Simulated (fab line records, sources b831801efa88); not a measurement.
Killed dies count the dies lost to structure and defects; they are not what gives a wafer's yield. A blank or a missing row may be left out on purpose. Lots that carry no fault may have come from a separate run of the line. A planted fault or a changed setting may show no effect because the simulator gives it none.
Which of the tools did it? || flow gf180mcu || 27 wafers from 9 lots sampled at 2 of the route's 602 steps

WHAT EACH GAUGE READ, for each wafer
GF_STI_THK_MEAS_30.
{"lot": "L777", "measured": "day 2 05:29", "on": "film-metro-03", "STI_OXIDATION_02_THK (nm)": "9.84 9.75 10.02"}
{"lot": "L778", "measured": "day 2 10:44", "on": "film-metro-02", "STI_OXIDATION_02_THK (nm)": "10.03 9.97 9.97"}
{"lot": "L779", "measured": "day 2 14:46", "on": "film-metro-03", "STI_OXIDATION_02_THK (nm)": "9.86 9.91 9.92"}
{"lot": "L780", "measured": "day 2 21:36", "on": "film-metro-02", "STI_OXIDATION_02_THK (nm)": "9.60 9.79 9.78"}
{"lot": "L781", "measured": "day 3 02:52", "on": "film-metro-01", "STI_OXIDATION_02_THK (nm)": "10.17 9.94 9.92"}
{"lot": "L786", "measured": "day 4 06:01", "on": "film-metro-03", "STI_OXIDATION_02_THK (nm)": "16.12 15.73 15.79"}
{"lot": "L787", "measured": "day 4 09:40", "on": "film-metro-03", "STI_OXIDATION_02_THK (nm)": "16.02 16.12 16.20"}
{"lot": "L791", "measured": "day 5 07:34", "on": "film-metro-03", "STI_OXIDATION_02_THK (nm)": "10.17 10.31 10.17"}
{"lot": "L793", "measured": "day 5 18:32", "on": "film-metro-01", "STI_OXIDATION_02_THK (nm)": "10.50 10.50 10.43"}

EACH LOT AND THE TOOL THAT RAN IT (in order: tool; ch and the chambers of the sampled wafers; start)
{"lot": "L777", "GF_STI_OXIDATION_29": "furnace-02 ch 0, day 2 04:04"}
{"lot": "L778", "GF_STI_OXIDATION_29": "furnace-01 ch 0, day 2 09:21"}
{"lot": "L779", "GF_STI_OXIDATION_29": "furnace-02 ch 0, day 2 13:22"}
{"lot": "L780", "GF_STI_OXIDATION_29": "furnace-02 ch 0, day 2 20:13"}
{"lot": "L781", "GF_STI_OXIDATION_29": "furnace-01 ch 0, day 3 01:28"}
{"lot": "L786", "GF_STI_OXIDATION_29": "furnace-02 ch 0, day 4 04:38"}
{"lot": "L787", "GF_STI_OXIDATION_29": "furnace-02 ch 0, day 4 08:14"}
{"lot": "L791", "GF_STI_OXIDATION_29": "furnace-01 ch 0, day 5 06:10"}
{"lot": "L793", "GF_STI_OXIDATION_29": "furnace-01 ch 0, day 5 17:09"}
- GF_STI_OXIDATION_29: stabilise 600 s, purge 300 s, target thk 10 nm.

THE ANSWER, worked out from the rows above alone
Rule: the lots themselves supply what counts as usual. The widest of any qualifying gaps counts: lots, ordered by their means at a reading, are off when they make up no more than a third of the lots, leave a main group of 4 or more, and stand apart from it by 3 or more times the standard deviation of that group's means. A main group whose means are all the same, to the digits that the tables above print for the reading, isn't used. A lot without any number at a reading at which 4 lots or more have one is off too. Any other lot the step has rows for is counted as sound.
Off: L786, L787, at GF_STI_THK_MEAS_30 (STI_OXIDATION_02_THK). The main group: mean 10.03 nm, standard deviation 0.23.
If a tool, at a process step before that reading, ran all the lots that are off and no sound lot after the first of them, it fits. Gauges at GF_STI_THK_MEAS_30: tried the same way as those tools. One fits: furnace-02 at GF_STI_OXIDATION_29. Its last sound lot is L780 (day 2 20:13), its first lot that is off L786 (day 4 04:38): a fault that began between those two fits.

WHAT WAS PUT IN BY THE SIMULATOR
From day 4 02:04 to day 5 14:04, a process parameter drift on furnace-02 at GF_STI_OXIDATION_29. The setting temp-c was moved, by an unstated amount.
Struck lots among those shown: L786, L787. Same finding as the rule above.
